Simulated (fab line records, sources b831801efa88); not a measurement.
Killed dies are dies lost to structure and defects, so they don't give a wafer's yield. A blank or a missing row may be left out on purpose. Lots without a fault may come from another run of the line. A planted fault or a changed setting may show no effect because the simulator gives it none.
Which tool did it? | flow sky130 | 11 lots, 32 wafers sampled, at 1 step of a route of 708

WHAT THE GAUGES READ, wafer by wafer
SKY_VT_ADJUST_HVTP_OVL_MEAS_08.
lot  | measured     | on         | VT_ADJUST_HVTP_OVL (nm)
L504 | day 6 02:28  | overlay-02 | -0.8 -2.9 -0.8
L506 | day 6 18:25  | overlay-02 | -0.9 0.0 -1.2
L507 | day 6 23:55  | overlay-02 | 2.8 3.1 3.7
L508 | day 7 05:10  | overlay-01 | -0.4 0.1 -1.4
L509 | day 7 10:18  | overlay-01 | -1.3 -0.6 -0.4
L511 | day 7 22:49  | overlay-01 | 1.2 -1.0 0.7
L513 | day 8 07:22  | overlay-01 | -2.9 -0.6 0.5
L514 | day 8 15:34  | overlay-01 | 1.4 0.0 1.2
L515 | day 8 21:28  | overlay-01 | -1.2 -1.0 0.2
L522 | day 10 21:25 | overlay-01 | -2.0 -2.7
L526 | day 12 00:00 | overlay-01 | -1.2 -0.9 1.0

WHICH TOOL RAN EACH LOT (tool, then ch and the chambers of the sampled wafers, then the start)
The record holds no process step before these readings.

THE ANSWER, worked out from the rows above alone
Rule: what is usual is taken from the lots themselves. Put in order of their means at a reading, lots are off if they are a third of the lots or fewer, leave a main group of 4 or more, and stand apart from it by a gap of 3 or more times the standard deviation of the main group's means; of several such gaps the widest counts. A main group whose means are all the same, to the digits that the tables above print for the reading, isn't used. A lot without any number at a reading at which 4 lots or more have one is off too. The other lots that the step has rows for count as sound.
No lot is off at any reading shown: from this, nothing can be told.

WHAT THE SIMULATOR HAD PUT IN
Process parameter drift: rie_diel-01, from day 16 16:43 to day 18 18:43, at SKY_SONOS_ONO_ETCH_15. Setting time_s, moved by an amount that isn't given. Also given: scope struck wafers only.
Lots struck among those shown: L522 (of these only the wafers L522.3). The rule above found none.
